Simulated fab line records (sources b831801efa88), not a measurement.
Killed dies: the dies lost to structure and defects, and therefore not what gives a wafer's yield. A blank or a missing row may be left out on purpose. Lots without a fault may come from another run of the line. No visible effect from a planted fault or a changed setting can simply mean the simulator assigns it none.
fab line records	flow sky130
record: lots: 7	wafers: 19	last-day: 52
route steps=708 shown METAL5@680 PASSIVATION@681 PAD_OPEN@694
lots with no fault: from the same line, run without faults
start-h: hours from the record's opening day to when the first of the lot's shown wafers began	wait-h: hours elapsed since this lot's preceding step	" as in the row above	L1.1+2: one row covering several wafers at once	- no value, or no start was given	* or withheld: withheld	< > ~ a bound
route shown NAME@n: NAME is a module with steps in the file, n the number in the route of the first one	usual: mean/standard deviation of fault-free wafers	same: alike in all rows	chamber/n: place in a boat	sites: readings site by site	_std_site: the standard deviation of these	_edge_site: mean of outer sites minus mean of inner sites	radius-mm: for every site, how far away it sits from the centre of the wafer	mask NAME#n: copy n	behind: tool/chamber where the wafer was last shaped	hold: what put the lot on hold/how long, in hours/how the hold closed	device: which transistor (n, p or np) failed to switch	end of line: the tests these same wafers got at the end of their route	for a step that has no rows: nothing shown but its recipe	killed: not the wafer's yield, but the dies lost to structure and defects at the first sort	map: a wafer's dies, x killed, . not, _ none there
set.NAME: the setting as run; set.NAME@STEP: as run at that earlier step	model.NAME: the simulator's own value behind a step, which no gauge read
lots at selected steps of the route; one table per step, one row per wafer
services: from which hour (start-h, from the record's first day; less than 0 if before it) a tool's chamber was out of use, for how many hours, and why
== steps ==
step: SKY_METAL5_CLEAN_19
recipe: chemistry: O3/DIW	dry: n2-spin
step: SKY_PASSIVATION_CVD_00
recipe: material: SiO2	target-thk-nm: 90	temp-c: 400	time-s: withheld	rf-w: 600
usual: heater-power-w: 656/65
lot.wafer	tool	chamber	start-h	wait-h	heater-power-w
L343.2	pecvd-02	1	1072.13	0.0	680
L343.4	"	1	"	"	526
L343.6	"	2	"	"	653
L344.2	pecvd-02	2	1077.51	0.0	576
L344.3	"	0	"	"	722
L344.6	"	1	"	"	603
L349.3	pecvd-03	1	1091.53	0.0	627
L349.5	"	2	"	"	757
L349.6	"	0	"	"	592
L352.1	pecvd-02	1	1092.47	0.0	662
L352.3	"	0	"	"	580
L350.1	pecvd-04	0	1094.06	0.0	582
L350.5	"	1	"	"	569
L361.3	pecvd-03	0	1200.60	0.0	515
L361.5	"	0	"	"	532
L361.6	"	0	"	"	538
L364.1	pecvd-04	1	1204.51	0.0	642
L364.2	"	2	"	"	761
L364.3	"	1	"	"	664
step: SKY_PASSIVATION_THK_MEAS_01
recipe: reads: SiO2_of_PASSIVATION_CVD_00
usual: PASSIVATION_CVD_00_THK: 89.8/1.2
lot.wafer	tool	chamber	start-h	wait-h	PASSIVATION_CVD_00_THK[nm]
L343.2	film-metro-03	-	1072.16	-	89.2
L343.4	"	-	"	"	90.3
L343.6	"	-	"	"	91.5
L344.2	film-metro-02	-	1077.54	-	89.4
L344.3	"	-	"	"	88.7
L344.6	"	-	"	"	89.8
L349.3	film-metro-02	-	1091.57	-	88.5
L349.5	"	-	"	"	88.8
L349.6	"	-	"	"	89.7
L352.1	film-metro-03	-	1092.49	-	89.5
L352.3	"	-	"	"	88.9
L350.1	film-metro-03	-	1094.09	-	89.8
L350.5	"	-	"	"	90.2
L361.3	film-metro-03	-	1200.67	-	90.3
L361.5	"	-	"	"	90.4
L361.6	"	-	"	"	90.8
L364.1	film-metro-04	-	1204.54	-	89.2
L364.2	"	-	"	"	89.4
L364.3	"	-	"	"	89.6
step: SKY_PASSIVATION_CVD_02
recipe: material: Si3N4	target-thk-nm: 540	temp-c: 400	time-s: withheld	rf-w: 450
usual: heater-power-w: 713/64
lot.wafer	tool	chamber	start-h	wait-h	heater-power-w
L343.2	pecvd-03	0	1072.21	0.0	680
L343.4	"	0	"	"	685
L343.6	"	2	"	"	784
L344.2	pecvd-03	0	1077.59	0.0	668
L344.3	"	2	"	"	751
L344.6	"	1	"	"	713
L349.3	pecvd-04	1	1091.61	0.0	768
L349.5	"	2	"	"	803
L349.6	"	1	"	"	777
L352.1	pecvd-03	0	1092.55	0.1	660
L352.3	"	2	"	"	872
L350.1	pecvd-03	2	1094.15	0.1	755
L350.5	"	0	"	"	688
L361.3	pecvd-02	2	1200.71	0.0	667
L361.5	"	1	"	"	642
L361.6	"	2	"	"	701
L364.1	pecvd-03	0	1204.60	0.1	578
L364.2	"	2	"	"	768
L364.3	"	0	"	"	622
step: SKY_PASSIVATION_THK_MEAS_03
recipe: reads: Si3N4_of_PASSIVATION_CVD_02
usual: PASSIVATION_CVD_02_THK: 543/8
lot.wafer	tool	chamber	start-h	wait-h	PASSIVATION_CVD_02_THK[nm]
L343.2	film-metro-02	-	1072.45	-	530
L343.4	"	-	"	"	535
L343.6	"	-	"	"	551
L344.2	film-metro-02	-	1077.83	-	527
L344.3	"	-	"	"	539
L344.6	"	-	"	"	557
L349.3	film-metro-04	-	1091.86	-	543
L349.5	"	-	"	"	543
L349.6	"	-	"	"	553
L352.1	film-metro-02	-	1092.78	-	531
L352.3	"	-	"	"	550
L350.1	film-metro-03	-	1094.37	-	543
L350.5	"	-	"	"	543
L361.3	film-metro-04	-	1200.95	-	535
L361.5	"	-	"	"	550
L361.6	"	-	"	"	542
L364.1	film-metro-03	-	1204.94	-	533
L364.2	"	-	"	"	544
L364.3	"	-	"	"	542
step: SKY_PASSIVATION_DEHYDRATE_04
recipe: temp-c: 200	time-s: 60
step: SKY_PASSIVATION_HMDS_05
recipe: prime-time-s: 60	prime-temp-c: 120
step: SKY_PASSIVATION_COAT_06
recipe: spin-rpm: 2000	resist-thk-nm: 3000
step: SKY_PASSIVATION_SOFTBAKE_07
recipe: temp-c: 110	time-s: withheld
step: SKY_PASSIVATION_EXPOSE_08
recipe: mask-id: NSM	target-cd-nm: 3000	na: 0.57	dose-mj: 260
step: SKY_PASSIVATION_PEB_09
recipe: temp-c: 115	time-s: withheld
step: SKY_PASSIVATION_DEVELOP_10
recipe: develop-time-s: 60	dev-temp-c: 23
step: SKY_PASSIVATION_ETCH_11
recipe: chemistry: CF4/O2	target-depth-nm: 725	stop-on: AlCu	source-w: 800	bias-w: 150	pressure-mtorr: 150	cf4-flow-sccm: 80	O2_flow_sccm: 10	time-s: 161.1
usual: O2_flow_sccm: 10.00/0.031	bias-w: 150.0/0.41	drypump-motor-current-A: 5.7/0.61	oes-product-au: 0.978/0.0078	throttle-valve-pct: 5.965/0.0093
lot.wafer	tool	chamber	start-h	wait-h	O2_flow_sccm	bias-w	drypump-motor-current-A	oes-product-au	rf-hours-counter-h	throttle-valve-pct	model.etch.depth-nm	model.PASSIVATION.feature-depth-nm	model.coat_of_PASSIVATION_COAT_06.thk-nm
L343.2	rie-diel-04	1	1094.00	-	9.99	150.2	6.7	0.969	15	5.955	694.6	694.6	2502
L343.4	"	0	"	"	9.98	150.5	5.7	0.971	5	5.967	700.4	700.4	2544
L343.6	"	0	"	"	10.01	150.3	5.6	0.982	-	5.961	711.2	711.2	2532
L344.2	rie-diel-02	0	1099.65	-	10.03	149.8	5.1	0.962	22	5.975	691.2	691.2	2508
L344.3	"	2	"	"	9.95	149.6	4.8	0.967	15	5.955	692.4	692.4	2543
L344.6	"	1	"	"	9.99	149.4	5.3	0.991	-	5.964	722.3	722.3	2514
L349.3	rie-diel-02	1	1112.57	-	9.97	149.6	5.3	0.984	22	5.961	706.5	706.5	2526
L349.5	"	2	"	"	10.03	150.4	4.8	0.870	-	5.944	576.3	576.3	2624
L349.6	"	1	"	"	9.99	149.8	5.3	0.986	-	5.964	717.2	717.2	2526
L352.1	rie-diel-02	1	1115.07	-	9.99	150.6	5.3	0.908	22	5.951	612.6	612.6	2591
L352.3	"	3	"	"	10.06	150.3	5.2	0.987	18	5.967	714.7	714.7	2510
L350.1	rie-diel-02	2	1115.72	-	9.98	149.8	4.8	0.880	16	5.941	585.3	585.3	2616
L350.5	"	3	"	"	10.00	149.6	5.3	0.886	-	5.962	597.7	597.7	2606
L361.3	rie-diel-04	1	1217.70	-	10.02	150.5	6.7	0.965	19	5.970	700.9	700.9	2491
L361.5	"	0	"	"	10.00	149.1	5.7	0.973	-	5.975	714.9	714.9	2524
L361.6	"	1	"	"	9.99	149.4	6.7	0.975	-	5.971	707.5	707.5	2474
L364.1	rie-diel-02	1	1222.25	-	10.00	150.5	5.3	0.980	0	5.976	696.5	696.5	2516
L364.2	"	3	"	"	10.01	150.0	5.2	0.982	21	5.954	708.5	708.5	2514
L364.3	"	2	"	"	10.03	149.9	4.8	0.979	19	5.953	704.9	704.9	2534
step: SKY_PASSIVATION_STRIP_12
recipe: chemistry: O2/N2	power-w: 1400	pressure-mtorr: 1500	platen-temp-c: withheld	overash-fraction: 0.7	o2-flow-sccm: 3000	n2-flow-sccm: 300
usual: drypump-motor-current-A: 5.81/0.058	oes-product-au: 0.661/0.0046	strip-time-to-endpoint-s: 31.53/0.19
lot.wafer	tool	chamber	start-h	wait-h	drypump-motor-current-A	oes-product-au	rf-hours-counter-h	strip-time-to-endpoint-s
L343.2	plasma-asher-01	0	1094.10	0.1	5.91	0.650	67	31.35
L343.4	"	0	"	"	5.92	0.671	-	31.84
L343.6	"	0	"	"	5.92	0.656	-	31.70
L344.2	plasma-asher-01	1	1099.75	0.1	5.77	0.654	67	31.44
L344.3	"	0	"	"	5.93	0.659	-	31.83
L344.6	"	0	"	"	5.93	0.665	-	31.49
L349.3	plasma-asher-04	0	1112.71	0.1	5.80	0.655	-	31.63
L349.5	"	1	"	"	5.79	0.661	-	32.76
L349.6	"	0	"	"	5.83	0.669	-	31.63
L352.1	plasma-asher-01	0	1115.18	0.1	5.92	0.658	69	32.36
L352.3	"	1	"	"	5.77	0.664	-	31.45
L350.1	plasma-asher-01	0	1115.83	0.1	5.93	0.659	69	32.67
L350.5	"	1	"	"	5.75	0.662	-	32.54
L361.3	plasma-asher-04	1	1217.84	0.1	5.74	0.657	-	31.21
L361.5	"	1	"	"	5.78	0.665	-	31.60
L361.6	"	0	"	"	5.83	0.654	-	31.00
L364.1	plasma-asher-04	1	1222.35	0.1	5.81	0.656	113	31.51
L364.2	"	0	"	"	5.82	0.653	113	31.49
L364.3	"	1	"	"	5.78	0.661	-	31.74
step: SKY_PAD_OPEN_DEHYDRATE_00
recipe: temp-c: 200	time-s: 60
== services ==
tool	chamber	start-h	hours	kind
pecvd-03	1	1109.43	6.5	repair
pecvd-02	2	1118.70	16.5	scheduled-down
pecvd-03	-	1123.07	5.5	pm
rie-diel-04	0	1130.42	5.8	repair
pecvd-04	1	1146.62	2.1	scheduled-down
plasma-asher-01	-	1148.60	16.6	repair
rie-diel-04	1	1148.80	5.3	repair
rie-diel-02	3	1176.63	8.5	repair
rie-diel-04	-	1181.37	4.0	pm
pecvd-02	0	1192.85	5.4	repair
rie-diel-02	1	1195.78	-	clean
rie-diel-02	1	1195.78	-	consumable-replace:focus-ring
rie-diel-02	1	1195.78	24.4	scheduled-down
rie-diel-02	1	1195.78	24.4	vent-cycle
pecvd-03	1	1196.52	4.2	repair
pecvd-03	2	1198.18	4.6	repair
pecvd-03	1	1200.70	16.5	scheduled-down
pecvd-02	-	1213.63	5.5	pm
pecvd-03	1	1217.20	5.0	scheduled-down
pecvd-02	0	1217.68	5.5	scheduled-down
rie-diel-02	0	1220.15	-	clean
rie-diel-02	0	1220.15	-	consumable-replace:focus-ring
rie-diel-02	0	1220.15	16.7	scheduled-down
rie-diel-02	0	1220.15	16.7	vent-cycle
== key ==
first-sign: step: SKY_PASSIVATION_ETCH_11	reading: oes-product-au	direction: down	sigmas: 12	usual: 0.978	struck: 0.886
effect: step: SKY_PASSIVATION_STRIP_12	reading: strip-time-to-endpoint-s	direction: up	sigmas: 5.5	usual: *	struck: *
model-effect: step: SKY_PASSIVATION_ETCH_11	value: etch.depth-nm	without: 701.2	struck: 593
met-at SKY_PASSIVATION_ETCH_11
struck-wafers L349.5,L350.1,L350.5,L352.1
later-rows-left-out L349.5,L350.1,L350.5,L352.1
sort-left-out L349.5,L350.1,L350.5,L352.1
onset-between 1099.65 1112.57
fault: kind: process-parameter-drift	tool: rie-diel-02	chamber: -	onset-h: 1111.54	steps: SKY_PASSIVATION_ETCH_11	channel: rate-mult	offset: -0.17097	shape: step	end-h: 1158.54	scope: struck-wafers-only
sort-left-out: the simulated sort isn't trusted on such a fault, so these wafers' sort isn't shown, and their yield isn't known
later-rows-left-out: the simulator's readings of these wafers behind a module that went badly wrong aren't trusted and aren't shown, but for the sort
